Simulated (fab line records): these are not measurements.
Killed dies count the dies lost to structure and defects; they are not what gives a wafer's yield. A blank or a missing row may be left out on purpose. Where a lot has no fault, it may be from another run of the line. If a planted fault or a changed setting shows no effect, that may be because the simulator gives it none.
Which tool did it? | flow sky130 | 13 lots, 39 wafers sampled, at 5 steps of a route of 708

WHAT THE GAUGES READ, wafer by wafer
SKY_SD_N_RS_MEAS_16: uses a four-point probe to measure. Usual: SD_N_RS typically reads 68.51 ohm/sq, with standard deviation 0.15.
lot  | measured     | on           | SD_N_RS (ohm/sq)                    | flag
L767 | day 27 16:22 | filmMetro-02 | 68.66 68.72 68.75                   | 
L768 | day 27 17:10 | filmMetro-04 | 68.38 68.35 68.29                   | 
L770 | day 28 09:14 | filmMetro-01 | 68.20 68.34 68.67                   | 
L771 | day 28 14:21 | filmMetro-04 | 68.31 68.22 68.43                   | 
L772 | day 29 02:18 | filmMetro-04 | 68.47 68.56 68.38                   | 
L773 | day 29 11:03 | filmMetro-04 | 68.31 68.34 68.40                   | 
L774 | day 30 11:19 | filmMetro-02 | 68.65 68.79 68.58                   | 
L776 | day 30 19:28 | filmMetro-02 | 68.81 68.74 68.43                   | 
L779 | day 32 16:52 | filmMetro-01 | 68.52 68.67 68.55                   | 
L781 | day 32 19:01 | filmMetro-01 | 68.60 68.64 68.76                   | 
L782 | day 33 06:59 | filmMetro-02 | 68.68 68.45 68.56                   | 
L788 | day 34 12:40 | filmMetro-01 | 57.42 57.40 57.49 57.40 57.47 57.49 | OFF
L790 | day 35 03:15 | filmMetro-04 | 57.07 57.13 57.27 57.04 57.17 57.31 | OFF

SKY_METAL1_RS_MEAS_05: uses a four-point probe to measure. Usual: METAL1_ALCU_RS typically reads 0.1267 ohm/sq, with standard deviation 0.0013.
lot  | measured     | on           | METAL1_ALCU_RS (ohm/sq) | flag
L767 | day 31 14:05 | filmMetro-03 | 0.1281 0.1280 0.1246    | 
L768 | day 31 14:06 | filmMetro-02 | 0.1267 0.1252 0.1273    | 
L770 | day 32 04:22 | filmMetro-03 | 0.1264 0.1245 0.1257    | 
L771 | day 32 08:41 | filmMetro-03 | 0.1272 0.1271 0.1280    | 
L772 | day 32 21:41 | filmMetro-03 | 0.1272 0.1263 0.1263    | 
L773 | day 33 05:51 | filmMetro-02 | 0.1282 0.1288 0.1293    | 
L774 | day 34 05:25 | filmMetro-03 | 0.1261 0.1245 0.1235    | 
L776 | day 34 13:04 | filmMetro-02 | 0.1264 0.1294 0.1286    | 
L779 | day 36 06:17 | filmMetro-04 | 0.1279 0.1274 0.1248    | 
L781 | day 36 09:17 | filmMetro-03 | 0.1268 0.1262 0.1280    | 
L782 | day 36 19:29 | filmMetro-03 | 0.1240 0.1240 0.1263    | 

EACH LOT AND THE TOOL THAT RAN IT (in order: tool; ch and the chambers of the sampled wafers; start)
lot  | SKY_SD_N_RTA_14                 | SKY_CONTACT_CVD_24           | SKY_METAL1_SPUTTER_04
L767 | rtpAnneal-01 ch 0, day 27 16:11 | cvdW-02 ch 0,1, day 31 13:21 | pvdSputter-04, day 31 14:02
L768 | rtpAnneal-02 ch 0, day 27 16:59 | cvdW-01 ch 0,1, day 31 13:22 | pvdSputter-02, day 31 14:03
L770 | rtpAnneal-02 ch 0, day 28 09:03 | cvdW-01 ch 0,1, day 32 03:19 | pvdSputter-04, day 32 04:17
L771 | rtpAnneal-01 ch 0, day 28 14:11 | cvdW-01 ch 0,1, day 32 07:57 | pvdSputter-02, day 32 08:38
L772 | rtpAnneal-02 ch 0, day 29 02:07 | cvdW-01 ch 0,1, day 32 20:58 | pvdSputter-03, day 32 21:38
L773 | rtpAnneal-01 ch 0, day 29 10:51 | cvdW-02 ch 0,1, day 33 05:01 | pvdSputter-04, day 33 05:46
L774 | rtpAnneal-02 ch 0, day 30 11:08 | cvdW-01 ch 0,1, day 34 04:41 | pvdSputter-03, day 34 05:22
L776 | rtpAnneal-02 ch 0, day 30 19:17 | cvdW-01 ch 0,1, day 34 12:19 | pvdSputter-03, day 34 13:00
L779 | rtpAnneal-02 ch 0, day 32 16:41 | cvdW-01 ch 0, day 36 05:33   | pvdSputter-03, day 36 06:14
L781 | rtpAnneal-01 ch 0, day 32 18:50 | cvdW-01 ch 0, day 36 08:32   | pvdSputter-03, day 36 09:13
L782 | rtpAnneal-02 ch 0, day 33 06:49 | cvdW-01 ch 0,1, day 36 18:44 | pvdSputter-03, day 36 19:25
L788 | rtpAnneal-02 ch 0, day 34 12:29 | -                            | -
L790 | rtpAnneal-02 ch 0, day 35 03:05 | -                            | -
- SKY_SD_N_RTA_14: time 2 s.
- SKY_CONTACT_CVD_24: deposits W, target thk 340 nm, time 102.12 s.
- SKY_METAL1_SPUTTER_04: material TiN, target thk 70 nm, time 58.3 s.

AS READ BY THE TOOLS THEMSELVES (means over the sampled wafers that have a number; for cases with no such wafer, the mark the record gives instead)
SKY_SD_N_RTA_14. Usual: lampPowerPct 15.73 %, standard deviation 0.053; wafer_temp_C_max 1078.2, standard deviation 1.5.
lot  | tool         | lampPowerPct (%) | wafer_temp_C_max | flag
L767 | rtpAnneal-01 | 15.70            | 1077.8           | 
L768 | rtpAnneal-02 | 15.73            | 1078.5           | 
L770 | rtpAnneal-02 | 15.74            | 1079.3           | 
L771 | rtpAnneal-01 | 15.74            | 1077.7           | 
L772 | rtpAnneal-02 | 15.75            | 1077.3           | 
L773 | rtpAnneal-01 | 15.72            | 1079.2           | 
L774 | rtpAnneal-02 | 15.72            | 1077.6           | 
L776 | rtpAnneal-02 | 15.77            | 1079.3           | 
L779 | rtpAnneal-02 | 15.80            | 1079.8           | 
L781 | rtpAnneal-01 | 15.75            | 1079.1           | 
L782 | rtpAnneal-02 | 15.68            | 1078.2           | 
L788 | rtpAnneal-02 | 15.71            | 1079.2           | 
L790 | rtpAnneal-02 | 15.75            | 1078.4           | 

SKY_CONTACT_CVD_24. Usual: heaterPowerOuterW 548 W, standard deviation 32; heaterPowerW 890 W, standard deviation 48.
lot  | tool    | heaterPowerOuterW (W) | heaterPowerW (W) | flag
L767 | cvdW-02 | 526                   | 918              | 
L768 | cvdW-01 | 537                   | 865              | 
L770 | cvdW-01 | 564                   | 875              | 
L771 | cvdW-01 | 539                   | 854              | 
L772 | cvdW-01 | 542                   | 858              | 
L773 | cvdW-02 | 539                   | 925              | 
L774 | cvdW-01 | 539                   | 871              | 
L776 | cvdW-01 | 564                   | 889              | 
L779 | cvdW-01 | 514                   | 840              | 
L781 | cvdW-01 | 515                   | 839              | 
L782 | cvdW-01 | 538                   | 857              | 

SKY_METAL1_SPUTTER_04. Usual: 30.1 % for throttleValvePct, sd 1.4.
lot  | tool          | throttleValvePct (%) | flag
L767 | pvdSputter-04 | 30.7                 | 
L768 | pvdSputter-02 | 29.8                 | 
L770 | pvdSputter-04 | 30.6                 | 
L771 | pvdSputter-02 | 29.6                 | 
L772 | pvdSputter-03 | 29.1                 | 
L773 | pvdSputter-04 | 30.8                 | 
L774 | pvdSputter-03 | 29.7                 | 
L776 | pvdSputter-03 | 30.6                 | 
L779 | pvdSputter-03 | 29.3                 | 
L781 | pvdSputter-03 | 29.0                 | 
L782 | pvdSputter-03 | 29.8                 | 

THE ANSWER, worked out from the rows above alone
Rule: a lot counts as off when the mean over its wafers that have a number is more than 3 standard deviations away from the usual mean. A lot without any number at a reading at which 4 lots or more have one is off too. The other lots that the step has rows for count as sound. Order of review: gauges by route order, followed by the tools' own readings, for which a lot's mean as printed above is used. The first step at which some lot is off is used, and at that step the reading that is off furthest; a lot without a number counts as furthest.
Off: at SKY_SD_N_RS_MEAS_16 (SD_N_RS), L788, L790.
If a tool, at a process step before that reading, ran all the lots that are off and no sound lot after the first of them, it fits. Those tools and the gauges at SKY_SD_N_RS_MEAS_16 are tried in the same way. One fits: rtpAnneal-02 at SKY_SD_N_RTA_14. Its last sound lot is L782 (day 33 06:49), its first lot that is off L788 (day 34 12:29): a fault that began between those two fits.

WHAT WAS PUT IN BY THE SIMULATOR
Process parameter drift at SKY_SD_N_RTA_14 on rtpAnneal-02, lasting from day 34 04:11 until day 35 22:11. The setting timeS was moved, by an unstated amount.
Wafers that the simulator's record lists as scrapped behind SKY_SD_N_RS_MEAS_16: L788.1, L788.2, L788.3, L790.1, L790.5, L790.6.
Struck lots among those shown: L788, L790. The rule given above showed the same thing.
